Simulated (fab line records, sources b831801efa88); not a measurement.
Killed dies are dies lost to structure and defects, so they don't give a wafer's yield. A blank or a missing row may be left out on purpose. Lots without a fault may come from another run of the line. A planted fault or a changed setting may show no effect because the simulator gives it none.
fab line records | flow sky130
record lots=6 wafers=18 last_day=50
route steps=708 shown VIA3@589 METAL4@598 PAD_OPEN@708
lots that met no fault: from a run of the same line without faults
start_h: hours from the record's first day to the start of the lot's first wafer shown | wait_h: hours since the lot's step before | " the same as in the row above | L1.1+2: a row that stands for several wafers | - no value, or no start given | * or withheld: withheld | < > ~ a bound
route shown NAME@n: a module of which the file shows steps, and the number in the route of the first | usual: mean/standard deviation of fault-free wafers | same: alike in all rows | chamber/n: place in a boat | sites: the reading at each site | _std_site: their standard deviation | _edge_site: outer sites' mean less inner sites' | radius_mm: how far each site lies from the wafer's centre | mask NAME#n: copy n | behind: the tool/chamber that last shaped the wafer | hold: why the lot was held/for how many hours/how that ended | device: the transistor (n, p or np) that didn't switch | end of line: the same wafers' tests at the end of the route | a step without rows: its recipe alone | killed: dies lost to structure and defects at the first sort, not the wafer's yield | map: a wafer's dies, x killed, . not, _ none there
set.NAME: the setting as run; set.NAME@STEP: as run at that earlier step | model.NAME: the simulator's own value behind a step, which no gauge read
lots at some steps of the route; a table a step, a row a wafer
services: from which hour (start_h, from the record's first day; less than 0 if before it) a tool's chamber was out of use, for how many hours, and why
## steps
# step SKY_VIA3_STRIP_16
# recipe chemistry=O2/N2 power_w=1400 pressure_mtorr=1500 platen_temp_c=withheld o2_flow_sccm=3000 n2_flow_sccm=300 overash_fraction=0.5
# usual drypump_motor_current_A=5.7/0.34 n2_flow_sccm=300.0/0.82 o2_flow_sccm=3000/9.3 oes_product_au=0.402/0.0042 strip_time_to_endpoint_s=4.124/0.021
# columns lot.wafer tool chamber start_h wait_h drypump_motor_current_A n2_flow_sccm o2_flow_sccm oes_product_au rf_hours_counter_h strip_time_to_endpoint_s
L823.2 plasma_asher-02 1 997.27 0.0 5.6 298.3 2997 0.408 77 4.098
L823.5 " 0 " " 5.4 299.6 2992 0.394 - 4.119
L823.6 " 1 " " 5.7 298.3 2988 0.402 - 4.130
L822.2 plasma_asher-03 1 998.98 0.0 5.3 300.9 2996 0.401 120 4.128
L822.3 " 1 " " 5.3 300.3 3000 0.394 - 4.110
L822.6 " 1 " " 5.3 300.7 2983 0.404 - 4.101
L829.2 plasma_asher-02 0 1038.37 0.0 5.4 298.1 2998 0.401 81 4.153
L829.3 " 1 " " 5.7 299.9 3009 0.400 - 4.154
L829.4 " 0 " " 5.4 299.1 3014 0.401 - 4.126
L832.4 plasma_asher-03 1 1054.65 0.1 5.3 300.3 3006 0.405 - 4.146
L832.5 " 0 " " 6.4 298.8 3004 0.406 - 4.144
L832.6 " 1 " " 5.3 301.1 3004 0.403 - 4.150
L834.3 plasma_asher-01 1 1065.86 0.1 5.9 299.7 3001 0.406 - 4.142
L834.4 " 0 " " 5.7 299.2 2982 0.403 - 4.155
L834.5 " 0 " " 5.7 299.6 2977 0.406 - 4.154
L836.1 plasma_asher-01 1 1072.87 0.0 5.9 299.0 2991 0.401 71 4.120
L836.3 " 1 " " 5.9 299.2 2996 0.406 - 4.132
L836.4 " 0 " " 5.8 299.2 3000 0.398 - 4.115
# step SKY_VIA3_STRIP_17
# recipe chemistry=post_etch_residue_remover time_s=1200 temp_c=72.5
# step SKY_VIA3_CLEAN_18
# recipe chemistry=IPA time_s=180 temp_c=25
# step SKY_VIA3_CLEAN_19
# recipe chemistry=O3/DIW dry=n2_spin
# step SKY_VIA3_SPUTTER_20
# recipe material=TiN target_thk_nm=20 chamber_pressure_pa=5 power_w=4000 time_s=80
# step SKY_VIA3_CVD_21
# recipe material=W target_thk_nm=390 time_s=117.31 temp_c=400 pressure_torr=40
# step SKY_VIA3_RS_MEAS_22
# recipe thk_meas_gauge=four-point-probe reads=W_of_VIA3_CVD_21+TiN_of_VIA3_SPUTTER_20
# usual VIA3_W_RS=0.294/0.0033
# columns lot.wafer tool chamber start_h wait_h VIA3_W_RS[ohm/sq]
L823.2 film_metro-04 - 998.19 0.2 0.293
L823.5 " - " " 0.293
L823.6 " - " " 0.295
L822.2 film_metro-04 - 999.81 0.1 0.298
L822.3 " - " " 0.294
L822.6 " - " " 0.297
L829.2 film_metro-02 - 1039.54 0.1 0.304
L829.3 " - " " 0.299
L829.4 " - " " 0.297
L832.4 film_metro-04 - 1055.86 0.1 0.288
L832.5 " - " " 0.290
L832.6 " - " " 0.291
L834.3 film_metro-01 - 1066.65 0.1 0.300
L834.4 " - " " 0.300
L834.5 " - " " 0.299
L836.1 film_metro-02 - 1073.64 0.1 0.293
L836.3 " - " " 0.292
L836.4 " - " " 0.291
# step SKY_VIA3_THK_MEAS_23
# recipe thk_meas_gauge=xrf reads=W_of_VIA3_CVD_21
# usual VIA3_W_THK=387/5.4
# columns lot.wafer tool chamber start_h wait_h VIA3_W_THK[nm]
L823.2 film_metro-04 - 998.30 0.1 390
L823.5 " - " " 390
L823.6 " - " " 384
L822.2 film_metro-04 - 999.92 0.1 382
L822.3 " - " " 388
L822.6 " - " " 383
L829.2 film_metro-02 - 1039.65 0.1 372
L829.3 " - " " 375
L829.4 " - " " 378
L832.4 film_metro-04 - 1055.95 0.1 400
L832.5 " - " " 396
L832.6 " - " " 394
L834.3 film_metro-01 - 1066.75 0.1 382
L834.4 " - " " 387
L834.5 " - " " 388
L836.1 film_metro-02 - 1073.76 0.1 382
L836.3 " - " " 386
L836.4 " - " " 385
# step SKY_VIA3_CMP_24
# recipe stop_on=SiO2 t_overpolish_s=20 down_force_psi=3.5 platen_rpm=60 target_thk_nm=0 pad_velocity_m_s=0.94248
# step SKY_METAL4_SPUTTER_00
# recipe material=Ti target_thk_nm=15 power_w=3000 time_s=10 chamber_pressure_pa=0.4
# usual chamber_pressure_pa=0.4000/0.00075 throttle_valve_pct=30.3/0.85
# columns lot.wafer tool chamber start_h wait_h chamber_pressure_pa throttle_valve_pct
L823.2 pvd_sputter-04 - 998.65 0.1 0.3997 31.1
L823.5 " - " " 0.4011 30.8
L823.6 " - " " 0.4005 30.9
L822.2 pvd_sputter-03 - 1000.27 0.2 0.3998 31.0
L822.3 " - " " 0.4003 29.8
L822.6 " - " " 0.4003 30.8
L829.2 pvd_sputter-04 - 1040.27 0.2 0.4001 31.0
L829.3 " - " " 0.4007 30.3
L829.4 " - " " 0.3988 30.2
L832.4 pvd_sputter-04 - 1056.28 0.2 0.4005 30.8
L832.5 " - " " 0.3997 31.1
L832.6 " - " " 0.4001 31.1
L834.3 pvd_sputter-03 - 1067.09 0.1 0.3990 31.3
L834.4 " - " " 0.4013 31.6
L834.5 " - " " 0.3999 30.8
L836.1 pvd_sputter-03 - 1074.12 0.2 0.3998 29.5
L836.3 " - " " 0.4004 29.3
L836.4 " - " " 0.3997 31.5
# step SKY_METAL4_SPUTTER_01
# recipe material=TiN target_thk_nm=20 power_w=6500 time_s=16.7 chamber_pressure_pa=0.4
# usual chamber_pressure_pa=0.4000/0.00087 throttle_valve_pct=30.3/0.89
# columns lot.wafer tool chamber start_h wait_h chamber_pressure_pa throttle_valve_pct
L823.2 pvd_sputter-04 - 998.67 0.0 0.3986 30.8
L823.5 " - " " 0.4008 30.9
L823.6 " - " " 0.3991 31.2
L822.2 pvd_sputter-03 - 1000.29 0.0 0.4005 30.8
L822.3 " - " " 0.4001 29.4
L822.6 " - " " 0.4005 30.5
L829.2 pvd_sputter-04 - 1040.30 0.0 0.4003 30.7
L829.3 " - " " 0.4008 30.4
L829.4 " - " " 0.4009 30.6
L832.4 pvd_sputter-04 - 1056.30 0.0 0.3995 31.0
L832.5 " - " " 0.4017 31.1
L832.6 " - " " 0.4004 31.0
L834.3 pvd_sputter-03 - 1067.11 0.0 0.3998 31.8
L834.4 " - " " 0.3996 31.7
L834.5 " - " " 0.4003 30.7
L836.1 pvd_sputter-03 - 1074.14 0.0 0.3992 29.6
L836.3 " - " " 0.4010 29.6
L836.4 " - " " 0.4000 31.5
# step SKY_METAL4_SPUTTER_02
# recipe material=AlCu target_thk_nm=735 power_w=10600 time_s=39.1 chamber_pressure_pa=0.4
# usual chamber_pressure_pa=0.4001/0.00078 throttle_valve_pct=30.3/0.88
# columns lot.wafer tool chamber start_h wait_h chamber_pressure_pa throttle_valve_pct
L823.2 pvd_sputter-04 - 998.70 0.0 0.4004 31.2
L823.5 " - " " 0.4001 31.0
L823.6 " - " " 0.3997 31.0
L822.2 pvd_sputter-03 - 1000.32 0.0 0.4013 30.7
L822.3 " - " " 0.3997 29.7
L822.6 " - " " 0.4005 30.8
L829.2 pvd_sputter-04 - 1040.32 0.0 0.4002 30.8
L829.3 " - " " 0.4001 30.4
L829.4 " - " " 0.4005 30.3
L832.4 pvd_sputter-04 - 1056.32 0.0 0.4002 30.9
L832.5 " - " " 0.4014 30.9
L832.6 " - " " 0.4001 31.1
L834.3 pvd_sputter-03 - 1067.14 0.0 0.3990 31.3
L834.4 " - " " 0.4005 31.9
L834.5 " - " " 0.4013 30.8
L836.1 pvd_sputter-03 - 1074.17 0.0 0.3994 29.6
L836.3 " - " " 0.4005 29.3
L836.4 " - " " 0.3984 31.8
# step SKY_METAL4_SPUTTER_03
# recipe material=Ti target_thk_nm=5 power_w=3000 time_s=3.3 chamber_pressure_pa=0.4
# usual chamber_pressure_pa=0.3999/0.0008 throttle_valve_pct=30.3/0.86
# columns lot.wafer tool chamber start_h wait_h chamber_pressure_pa throttle_valve_pct
L823.2 pvd_sputter-04 - 998.74 0.0 0.4000 30.9
L823.5 " - " " 0.3994 30.9
L823.6 " - " " 0.4002 31.1
L822.2 pvd_sputter-03 - 1000.36 0.0 0.3995 30.6
L822.3 " - " " 0.4007 29.6
L822.6 " - " " 0.3992 31.0
L829.2 pvd_sputter-04 - 1040.36 0.0 0.4166 30.3
L829.3 " - " " 0.4180 29.4
L829.4 " - " " 0.4174 29.6
L832.4 pvd_sputter-04 - 1056.36 0.0 0.4156 30.4
L832.5 " - " " 0.4170 30.3
L832.6 " - " " 0.4161 30.7
L834.3 pvd_sputter-03 - 1067.18 0.0 0.4006 31.4
L834.4 " - " " 0.4003 31.7
L834.5 " - " " 0.4007 30.7
L836.1 pvd_sputter-03 - 1074.21 0.0 0.3993 29.6
L836.3 " - " " 0.3995 29.3
L836.4 " - " " 0.4004 31.5
# step SKY_METAL4_SPUTTER_04
# recipe material=TiN target_thk_nm=70 power_w=6500 time_s=58.3 chamber_pressure_pa=0.4096
# usual chamber_pressure_pa=0.4096/0.00078 throttle_valve_pct=30.3/0.87
# columns lot.wafer tool chamber start_h wait_h chamber_pressure_pa throttle_valve_pct
L823.2 pvd_sputter-04 - 998.76 0.0 0.4102 31.0
L823.5 " - " " 0.4093 30.7
L823.6 " - " " 0.4093 31.0
L822.2 pvd_sputter-03 - 1000.37 0.0 0.4098 30.6
L822.3 " - " " 0.4097 29.8
L822.6 " - " " 0.4098 31.2
L829.2 pvd_sputter-04 - 1040.38 0.0 0.4101 30.8
L829.3 " - " " 0.4099 30.1
L829.4 " - " " 0.4102 30.5
L832.4 pvd_sputter-04 - 1056.38 0.0 0.4120 30.8
L832.5 " - " " 0.4118 31.1
L832.6 " - " " 0.4102 31.1
L834.3 pvd_sputter-03 - 1067.20 0.0 0.4097 31.5
L834.4 " - " " 0.4089 31.5
L834.5 " - " " 0.4077 30.6
L836.1 pvd_sputter-03 - 1074.23 0.0 0.4097 29.7
L836.3 " - " " 0.4096 29.5
L836.4 " - " " 0.4101 31.4
# step SKY_PAD_OPEN_PROBE_99
# usual defect_limited_yield=82.6/1.9 killed_at_M0_to_M3=43/6.5 killed_at_M4_up=3.2/1.8 killed_at_contacts=24/5 killed_at_front_end=15/4.1 killed_at_other=0.3/0.54 killed_dies=85/9.3 killed_open=47/7.2 killed_short=39/5.9 sort_bin_3_pad_short=0.9/0.4 sort_bin_5_function=10.3/1.5 sort_bin_6_memory=6.2/1.2 sort_n_pass=407/9.3 sort_yield_pct=82.6/1.9
# same gross_dies=492 killed_at_back_side=0 sort_bin_4_leakage[%]=0 sort_bin_8_speed[%]=0
# columns lot.wafer tool chamber start_h wait_h defect_limited_yield[%] killed_at_M0_to_M3 killed_at_M4_up killed_at_contacts killed_at_front_end killed_at_other killed_dies killed_open killed_short sort_bin_3_pad_short[%] sort_bin_5_function[%] sort_bin_6_memory[%] sort_n_pass sort_yield_pct[%]
L822.2 prober-01 - 1134.25 0.1 80.9 46 3 23 22 0 94 56 37 0.2 11.2 7.7 398 80.9
L822.3 prober-01 - 1134.30 0.2 80.3 51 1 29 16 0 97 53 42 1.4 10.4 7.9 395 80.3
L822.6 prober-01 - 1134.45 0.2 83.3 45 2 25 10 0 82 50 32 0.6 10.2 5.9 410 83.3
L834.3 prober-01 - 1186.48 0.2 83.9 41 7 19 12 0 79 31 48 1.6 10.4 4.1 413 83.9
L834.4 prober-01 - 1186.53 0.2 83.3 37 4 21 20 0 82 46 36 1.6 10.4 4.7 410 83.3
L834.5 prober-01 - 1186.58 0.2 81.5 49 4 22 16 0 91 47 44 1.8 11.6 5.1 401 81.5
L836.1 prober-02 - 1191.67 0.1 83.9 34 6 23 16 0 79 39 40 0.6 10.0 5.5 413 83.9
L836.3 prober-02 - 1191.77 0.2 83.1 41 3 18 21 0 83 47 36 0.6 9.1 7.1 409 83.1
L836.4 prober-02 - 1191.82 0.2 83.3 48 2 24 8 0 82 44 37 1.4 9.6 5.7 410 83.3
# killed by level:class
L822.2 CONTACT:geometric_particle:open=10 VIA1:geometric_particle:open=10 VIA2:geometric_particle:open=8 FIELD_ISO:geometric_particle:open=7 VIA3:geometric_particle:open=7 POLY_GATE:geometric_particle:open=5 LOCAL_INTERCONNECT:geometric_particle:short=5 VIA2:geometric_particle:short=5
L822.3 LI_CONTACT:geometric_particle:open=11 VIA1:geometric_particle:open=10 CONTACT:geometric_particle:open=10 METAL2:geometric_particle:short=9 METAL1:geometric_particle:short=7 VIA3:geometric_particle:open=7 LOCAL_INTERCONNECT:geometric_particle:short=5 FIELD_ISO:geometric_particle:short=4
L822.6 CONTACT:geometric_particle:open=11 VIA1:geometric_particle:open=11 METAL1:geometric_particle:short=7 LI_CONTACT:geometric_particle:open=6 VIA2:geometric_particle:open=6 FIELD_ISO:geometric_particle:open=5 CONTACT:geometric_particle:short=5 VIA3:geometric_particle:open=5
L834.3 CONTACT:geometric_particle:short=8 VIA1:geometric_particle:short=7 METAL1:geometric_particle:short=7 METAL4:geometric_particle:short=5 CONTACT:geometric_particle:open=5 VIA2:geometric_particle:open=5 METAL2:geometric_particle:short=4 VIA1:geometric_particle:open=4
L834.4 VIA1:geometric_particle:open=9 CONTACT:geometric_particle:open=8 VIA3:geometric_particle:open=7 FIELD_ISO:geometric_particle:short=6 POLY_GATE:geometric_particle:open=6 LI_CONTACT:geometric_particle:open=5 FIELD_ISO:geometric_particle:open=4 LI_CONTACT:geometric_particle:short=4
L834.5 METAL1:geometric_particle:short=10 VIA1:geometric_particle:open=7 VIA3:geometric_particle:open=7 CONTACT:geometric_particle:open=6 VIA2:geometric_particle:open=6 FIELD_ISO:geometric_particle:open=5 LI_CONTACT:geometric_particle:open=5 LOCAL_INTERCONNECT:geometric_particle:short=5
L836.1 LI_CONTACT:geometric_particle:open=9 VIA1:geometric_particle:open=8 CONTACT:geometric_particle:open=6 CONTACT:geometric_particle:short=6 VIA1:geometric_particle:short=6 VIA2:geometric_particle:open=5 METAL4:geometric_particle:short=5 FIELD_ISO:geometric_particle:short=4
L836.3 VIA3:geometric_particle:open=9 POLY_GATE:geometric_particle:short=8 CONTACT:geometric_particle:open=8 VIA1:geometric_particle:open=7 LI_CONTACT:geometric_particle:open=5 VIA2:geometric_particle:open=5 VIA1:geometric_particle:short=4 POLY_GATE:geometric_particle:open=3
L836.4 CONTACT:geometric_particle:open=9 VIA1:geometric_particle:open=9 METAL1:geometric_particle:short=7 VIA1:geometric_particle:short=6 CONTACT:geometric_particle:short=6 VIA2:geometric_particle:open=6 VIA3:geometric_particle:open=5 POLY_GATE:geometric_particle:open=4
## services
# columns tool chamber start_h hours kind
pvd_sputter-04 - 1001.93 8.5 repair
plasma_asher-01 - 1040.34 2.0 repair
pvd_sputter-04 - 1049.64 4.0 repair
plasma_asher-03 - 1055.25 9.0 pm
plasma_asher-03 0 1055.25 9.0 vent_cycle
plasma_asher-03 1 1055.25 9.0 vent_cycle
plasma_asher-03 0 1064.25 - clean
plasma_asher-03 1 1064.25 - clean
plasma_asher-03 - 1069.22 2.8 pm
## key
first_sign step=SKY_METAL4_SPUTTER_03 reading=chamber_pressure_pa direction=up sigmas=21 usual=0.3999 struck=0.4168
effect none on later readings
met_at SKY_METAL4_SPUTTER_03
struck_wafers L829.2,L829.3,L829.4,L832.4,L832.5,L832.6
onset_between 998.74 1040.36
fault kind=process_parameter_drift tool=pvd_sputter-04 chamber=- onset_h=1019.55 steps=SKY_METAL4_SPUTTER_03 channel=chamber_pressure_pa offset=0.01653 shape=step end_h=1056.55 acts_in=these_recipes_only stated=0.4
